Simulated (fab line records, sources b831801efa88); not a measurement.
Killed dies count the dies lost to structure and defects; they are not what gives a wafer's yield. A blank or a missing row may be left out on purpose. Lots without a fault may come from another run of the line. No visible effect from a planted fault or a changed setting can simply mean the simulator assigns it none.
The tool behind it: which one? / flow gf180mcu / 36 wafers sampled from 12 lots at 1 step of a route of 602

== WHAT THE GAUGES READ, wafer by wafer ==
GF_VT_IMPLANT_OVL_MEAS_40.
lot=L075; measured=day 7 19:33; on=overlay-01; VT_IMPLANT_03_OVL (nm)=2.1 -1.5 1.0
lot=L077; measured=day 8 12:25; on=overlay-01; VT_IMPLANT_03_OVL (nm)=-1.1 -0.5 -1.9
lot=L079; measured=day 8 23:26; on=overlay-01; VT_IMPLANT_03_OVL (nm)=0.3 -0.1 0.4
lot=L081; measured=day 9 08:51; on=overlay-02; VT_IMPLANT_03_OVL (nm)=-0.8 -3.7 -1.7
lot=L083; measured=day 9 23:54; on=overlay-01; VT_IMPLANT_03_OVL (nm)=-1.5 0.0 -0.8
lot=L085; measured=day 10 13:46; on=overlay-02; VT_IMPLANT_03_OVL (nm)=2.5 2.1 1.7
lot=L087; measured=day 11 02:12; on=overlay-02; VT_IMPLANT_03_OVL (nm)=-0.2 -0.5 0.6
lot=L089; measured=day 11 16:28; on=overlay-01; VT_IMPLANT_03_OVL (nm)=0.2 2.4 -0.1
lot=L091; measured=day 12 08:18; on=overlay-01; VT_IMPLANT_03_OVL (nm)=0.8 0.7 0.1
lot=L093; measured=day 12 18:49; on=overlay-01; VT_IMPLANT_03_OVL (nm)=0.5 -2.8 -1.3
lot=L095; measured=day 13 10:29; on=overlay-02; VT_IMPLANT_03_OVL (nm)=2.7 2.6 0.7
lot=L097; measured=day 13 23:22; on=overlay-01; VT_IMPLANT_03_OVL (nm)=0.4 2.1 1.0

== WHICH TOOL RAN EACH LOT (tool, then ch and the chambers of the sampled wafers, then the start) ==
Record: no process step prior to these readings.

== THE ANSWER, worked out from the rows above alone ==
Rule: the lots themselves supply what counts as usual. Put in order of their means at a reading, lots are off if they are a third of the lots or fewer, leave a main group of 4 or more, and stand apart from it by a gap of 3 or more times the standard deviation of the main group's means; of several such gaps the widest counts. Not used: any main group whose means are identical at the precision the tables above print for the reading. Also off: a lot with no number at a reading for which 4 or more lots have one. The other lots that the step has rows for count as sound.
Nothing can be told from this: no lot is off at any reading shown.

== WHAT THE SIMULATOR HAD INSERTED ==
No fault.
